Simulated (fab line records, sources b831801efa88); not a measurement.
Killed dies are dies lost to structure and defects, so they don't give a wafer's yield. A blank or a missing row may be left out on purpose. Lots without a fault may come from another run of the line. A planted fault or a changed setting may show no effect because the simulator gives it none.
Chamber matching | flow sky130 | SKY_FIELD_ISO_ETCH_17 on rie_si-01: 4 sister chambers
The step etches Si in HBr/Cl2/O2, target depth 342 nm, time 97.7 s. 14 wafers are shown with their chamber, then 7 later ones without.

WAFERS WITH THEIR CHAMBER
wafer  | chamber | drypump_motor_current_A (A) | throttle_valve_pct (%) | oes_product_au (a.u.)
L476.1 | 0       | 5.6                         | 25.654                 | 0.993
L476.2 | 1       | 5.8                         | 25.666                 | 1.001
L476.4 | 2       | 5.0                         | 25.663                 | 0.994
L477.2 | 1       | 5.8                         | 25.672                 | 0.992
L477.4 | 0       | 5.6                         | 25.666                 | 0.990
L477.6 | 3       | 6.0                         | 25.655                 | 0.988
L484.2 | 1       | 5.8                         | 25.653                 | 1.002
L484.3 | 3       | 6.0                         | 25.661                 | 1.011
L484.5 | 2       | 4.9                         | 25.638                 | 1.012
L488.3 | 3       | 6.0                         | 25.653                 | 1.003
L488.4 | 0       | 5.6                         | 25.651                 | 1.012
L488.6 | 1       | 5.8                         | 25.646                 | 0.997
L489.1 | 2       | 4.9                         | 25.656                 | 0.999
L489.4 | 2       | 4.9                         | 25.642                 | 1.000

SIGNATURES (means of the wafers above)
reading                 | chamber 0 | chamber 1 | chamber 2 | chamber 3 | scatter within a chamber
drypump_motor_current_A | 5.600     | 5.800     | 4.925     | 6.000     | 0.0274
throttle_valve_pct      | 25.65700  | 25.65925  | 25.64975  | 25.65633  | 0.00998
oes_product_au          | 0.99833   | 0.99800   | 1.00125   | 1.00067   | 0.00891
Rule: a wafer's distance from a chamber is the root of the sum, over the readings, of the square of ((its reading less the chamber's mean) divided by the reading's scatter). The wafer belongs to the nearest chamber; if the next one is less than 2 further off, it can't be placed. The scatter: the root of (the sum of the squares of (reading less its chamber's mean) over the shown wafers, divided by (wafers less chambers)).

WAFERS WITHOUT THEIR CHAMBER
wafer  | drypump_motor_current_A (A) | throttle_valve_pct (%) | oes_product_au (a.u.)
L489.5 | 5.6                         | 25.643                 | 1.002
L495.1 | 4.9                         | 25.640                 | 1.017
L495.3 | 5.9                         | 25.668                 | 1.000
L495.6 | 5.6                         | 25.647                 | 1.007
L497.1 | 5.8                         | 25.650                 | 0.997
L497.2 | 4.9                         | 25.645                 | 1.001
L497.3 | 5.6                         | 25.652                 | 1.001

WHICH CHAMBER EACH WENT THROUGH
wafer  | from the rows above     | in truth
L489.5 | 0                       | 0
L495.1 | 2                       | 2
L495.3 | can't be placed: 1 or 3 | 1
L495.6 | 0                       | 0
L497.1 | 1                       | 1
L497.2 | 2                       | 2
L497.3 | 0                       | 0
Placed correctly: 6 of 7. Can't be placed from these rows: 1 (the true chamber is among the candidates in 1). Placed wrongly: 0.
